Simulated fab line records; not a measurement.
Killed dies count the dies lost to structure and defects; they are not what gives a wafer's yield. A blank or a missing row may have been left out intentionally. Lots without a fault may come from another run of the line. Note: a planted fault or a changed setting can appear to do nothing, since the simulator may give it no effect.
Which of the tools did it? ; flow sky130 ; 21 wafers from 7 lots sampled at 2 of the route's 708 steps

WHAT THE GAUGES READ, wafer by wafer
SKY_METAL3_CD_MEAS_13 targets a cd of 300 nm.
lot;measured;on;cdNm (nm)
L609;day 39 04:46;cdSem-01;299.8 299.7 299.3
L611;day 39 17:28;cdSem-01;299.4 300.9 300.2
L613;day 40 12:38;cdSem-01;299.7 300.1 300.5
L617;day 41 17:34;cdSem-02;300.6 299.1 299.5
L622;day 43 01:58;cdSem-02;300.0 298.8 300.3
L625;day 44 03:21;cdSem-02;299.1 297.6 297.3
L630;day 45 03:00;cdSem-01;301.9 302.1 299.8

EACH LOT AND THE TOOL THAT RAN IT (in order: tool; ch and the chambers of the sampled wafers; start)
lot;SKY_POLY_GATE_STRIP_18
L609;plasmaAsher-03 ch 0,1, day 17 02:10
L611;plasmaAsher-03 ch 0, day 17 16:10
L613;plasmaAsher-02 ch 0,1, day 18 16:10
L617;plasmaAsher-03 ch 0,1, day 20 04:17
L622;plasmaAsher-01 ch 0,1, day 21 18:22
L625;plasmaAsher-01 ch 1, day 23 05:37
L630;plasmaAsher-02 ch 0,1, day 24 13:52
- SKY_POLY_GATE_STRIP_18: strips in O2/N2.

THE ANSWER, worked out from the rows above alone
Rule: usual is defined by the lots themselves. The widest of any qualifying gaps counts: lots, ordered by their means at a reading, are off when they make up no more than a third of the lots, leave a main group of 4 or more, and stand apart from it by 3 or more times the standard deviation of that group's means. If all means in a main group match to the digits the tables above print for the reading, that group is not used. A lot without any number at a reading at which 4 lots or more have one is off too. Where the step has rows for the other lots, those lots are counted as sound.
Nothing can be told from this: no lot is off at any reading shown.

WHAT WAS PUT IN BY THE SIMULATOR
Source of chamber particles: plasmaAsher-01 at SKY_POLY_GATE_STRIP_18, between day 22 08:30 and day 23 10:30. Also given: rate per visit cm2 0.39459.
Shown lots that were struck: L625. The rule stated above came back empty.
